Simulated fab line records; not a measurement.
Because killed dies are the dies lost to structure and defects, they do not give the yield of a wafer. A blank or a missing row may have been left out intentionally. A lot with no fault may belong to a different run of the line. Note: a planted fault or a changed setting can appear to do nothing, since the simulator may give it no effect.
Which tool did it? :: flow gf180mcu :: 13 lots, 39 wafers sampled, at 4 steps of a route of 602

WHAT THE GAUGES SHOWED, per wafer
GF_STI_THK_MEAS_02.
lot: L149
measured: day 1 11:32
on: film metro-01
STI_OXIDATION_THK (nm): 9.87 10.16 9.86

lot: L151
measured: day 1 22:16
on: film metro-02
STI_OXIDATION_THK (nm): 9.72 9.69 9.74

lot: L152
measured: day 2 02:39
on: film metro-02
STI_OXIDATION_THK (nm): 9.38 9.49 9.52

lot: L153
measured: day 2 07:31
on: film metro-03
STI_OXIDATION_THK (nm): 9.78 9.71 9.74

lot: L156
measured: day 2 22:31
on: film metro-03
STI_OXIDATION_THK (nm): 10.19 10.05 10.16

lot: L159
measured: day 3 13:31
on: film metro-03
STI_OXIDATION_THK (nm): 10.12 10.10 10.12

lot: L160
measured: day 3 18:36
on: film metro-02
STI_OXIDATION_THK (nm): 9.86 9.83 9.82

lot: L161
measured: day 3 23:46
on: film metro-03
STI_OXIDATION_THK (nm): 9.98 9.96 9.95

lot: L164
measured: day 4 14:32
on: film metro-02
STI_OXIDATION_THK (nm): 10.20 10.12 10.13

lot: L166
measured: day 5 00:31
on: film metro-02
STI_OXIDATION_THK (nm): 9.49 9.60 9.43

lot: L168
measured: day 5 10:31
on: film metro-03
STI_OXIDATION_THK (nm): 9.82 9.88 9.81

lot: L171
measured: day 6 02:43
on: film metro-02
STI_OXIDATION_THK (nm): 10.19 10.03 10.17

lot: L172
measured: day 6 06:31
on: film metro-03
STI_OXIDATION_THK (nm): 9.80 9.90 9.79

GF_NWELL_OVL_MEAS_07.
lot: L149
measured: day 3 07:22
on: overlay-01
NWELL_OVL (nm): -2.3 -1.6 -3.6

lot: L151
measured: day 3 18:42
on: overlay-02
NWELL_OVL (nm): 0.5 -1.8 -1.2

lot: L152
measured: day 4 00:40
on: overlay-01
NWELL_OVL (nm): -0.9 0.3 -0.8

lot: L153
measured: day 4 05:42
on: overlay-02
NWELL_OVL (nm): 0.1 -2.6 -1.4

lot: L156
measured: day 5 02:09
on: overlay-01
NWELL_OVL (nm): 1.9 0.0 -0.1

lot: L159
measured: day 5 11:16
on: overlay-02
NWELL_OVL (nm): 37.0 35.4 38.4

lot: L160
measured: day 5 14:28
on: overlay-02
NWELL_OVL (nm): 37.8 38.8 36.2

lot: L161
measured: day 5 20:55
on: overlay-01
NWELL_OVL (nm): 38.1 38.4 36.0

lot: L164
measured: day 6 23:31
on: overlay-02
NWELL_OVL (nm): -0.1 0.5 1.6

lot: L166
measured: day 7 02:01
on: overlay-01
NWELL_OVL (nm): 0.1 0.6 0.6

lot: L168
measured: day 7 12:16
on: overlay-01
NWELL_OVL (nm): 1.7 1.4 0.4

lot: L171
measured: day 8 14:10
on: overlay-02
NWELL_OVL (nm): 0.1 0.9 1.0

lot: L172
measured: day 8 14:19
on: overlay-01
NWELL_OVL (nm): 0.4 0.0 2.2

GF_MVSD_OVL_MEAS_07.
lot: L149
measured: day 4 10:55
on: overlay-02
MVSD_OVL (nm): -0.1 2.2 -0.9

lot: L151
measured: day 4 22:30
on: overlay-01
MVSD_OVL (nm): -1.3 -2.2 2.1

lot: L152
measured: day 5 05:16
on: overlay-01
MVSD_OVL (nm): 2.8 3.6 1.1

lot: L153
measured: day 5 08:57
on: overlay-01
MVSD_OVL (nm): -1.8 -1.3 -1.6

lot: L156
measured: day 6 01:03
on: overlay-01
MVSD_OVL (nm): 0.8 2.0 -0.1

lot: L159
measured: day 6 15:28
on: overlay-01
MVSD_OVL (nm): -0.6 0.9 1.6

lot: L160
measured: day 6 21:46
on: overlay-02
MVSD_OVL (nm): 2.2 1.9 0.8

lot: L161
measured: day 7 04:12
on: overlay-01
MVSD_OVL (nm): -0.2 0.1 -0.8

lot: L164
measured: day 8 08:34
on: overlay-02
MVSD_OVL (nm): 0.3 3.1 1.6

lot: L166
measured: day 8 10:25
on: overlay-01
MVSD_OVL (nm): -0.5 4.0 2.2

lot: L168
measured: day 8 20:49
on: overlay-02
MVSD_OVL (nm): 1.3 0.4 -0.2

lot: L171
measured: day 10 02:13
on: overlay-02
MVSD_OVL (nm): 0.8 0.0 2.2

lot: L172
measured: day 10 02:28
on: overlay-01
MVSD_OVL (nm): 2.0 1.5 1.6

EACH LOT AND THE TOOL THAT RAN IT (in order: tool; ch and the chambers of the sampled wafers; start)
lot: L149
GF_NWELL_EXPOSE_04: iline stepper-01 ch 0, day 3 00:35

lot: L151
GF_NWELL_EXPOSE_04: iline stepper-01 ch 0, day 3 12:36

lot: L152
GF_NWELL_EXPOSE_04: iline stepper-01 ch 0, day 3 18:11

lot: L153
GF_NWELL_EXPOSE_04: iline stepper-01 ch 0, day 3 23:06

lot: L156
GF_NWELL_EXPOSE_04: iline stepper-01 ch 0, day 4 19:03

lot: L159
GF_NWELL_EXPOSE_04: iline stepper-01 ch 0, day 5 07:26

lot: L160
GF_NWELL_EXPOSE_04: iline stepper-01 ch 0, day 5 10:21

lot: L161
GF_NWELL_EXPOSE_04: iline stepper-01 ch 0, day 5 13:54

lot: L164
GF_NWELL_EXPOSE_04: iline stepper-02 ch 0, day 6 16:55

lot: L166
GF_NWELL_EXPOSE_04: iline stepper-02 ch 0, day 6 19:17

lot: L168
GF_NWELL_EXPOSE_04: iline stepper-02 ch 0, day 7 05:22

lot: L171
GF_NWELL_EXPOSE_04: iline stepper-02 ch 0, day 8 06:31

lot: L172
GF_NWELL_EXPOSE_04: iline stepper-02 ch 0, day 8 06:36
- GF_NWELL_EXPOSE_04: exposes mask Nwell, target cd 860 nm.

WHAT THE TOOLS THEMSELVES READ (means of the sampled wafers that have a number; where no wafer has one, the mark that the record gives instead)
GF_NWELL_EXPOSE_04.
lot: L149
tool: iline stepper-01
exposure dose mJ cm2: 259.86

lot: L151
tool: iline stepper-01
exposure dose mJ cm2: 260.18

lot: L152
tool: iline stepper-01
exposure dose mJ cm2: 260.24

lot: L153
tool: iline stepper-01
exposure dose mJ cm2: 259.88

lot: L156
tool: iline stepper-01
exposure dose mJ cm2: 259.99

lot: L159
tool: iline stepper-01
exposure dose mJ cm2: 260.11

lot: L160
tool: iline stepper-01
exposure dose mJ cm2: 259.94

lot: L161
tool: iline stepper-01
exposure dose mJ cm2: 260.18

lot: L164
tool: iline stepper-02
exposure dose mJ cm2: 259.97

lot: L166
tool: iline stepper-02
exposure dose mJ cm2: 259.60

lot: L168
tool: iline stepper-02
exposure dose mJ cm2: 259.94

lot: L171
tool: iline stepper-02
exposure dose mJ cm2: 259.75

lot: L172
tool: iline stepper-02
exposure dose mJ cm2: 259.97

THE ANSWER, worked out from the rows above alone
Rule: the usual values come from the lots themselves. Put in order of their means at a reading, lots are off if they are a third of the lots or fewer, leave a main group of 4 or more, and stand apart from it by a gap of 3 or more times the standard deviation of the main group's means; of several such gaps the widest counts. Not used: any main group whose means are identical at the precision the tables above print for the reading. Also off: a lot with no number at a reading for which 4 or more lots have one. Where the step has rows for the other lots, those lots are counted as sound. After the gauges, taken in route order, come the tools' own readings; for these a lot's mean is taken, as printed above. At the first step where some lot is off, the reading lying furthest off is the one used; lots without a number count as furthest.
Off: L159, L160, L161, seen at GF_NWELL_OVL_MEAS_07 (NWELL_OVL). Main group: mean -0.1 nm, sd 1.1.
A tool fits if, at a process step before that reading, it ran every lot that is off, and no sound lot after the first of them. Those tools and the gauges at GF_NWELL_OVL_MEAS_07 are tried in the same way. One fits: GF_NWELL_EXPOSE_04 on iline stepper-01. A fault onset in the window from L156 (day 4 19:03, its last sound lot) to L159 (day 5 07:26, its first lot off) fits.

WHAT WAS PUT IN BY THE SIMULATOR
Scanner matching overlay: iline stepper-01, from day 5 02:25 on, at GF_NWELL_EXPOSE_04. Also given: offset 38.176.
Struck lots among those shown: L159, L160, L161. This agrees with what the rule above found.
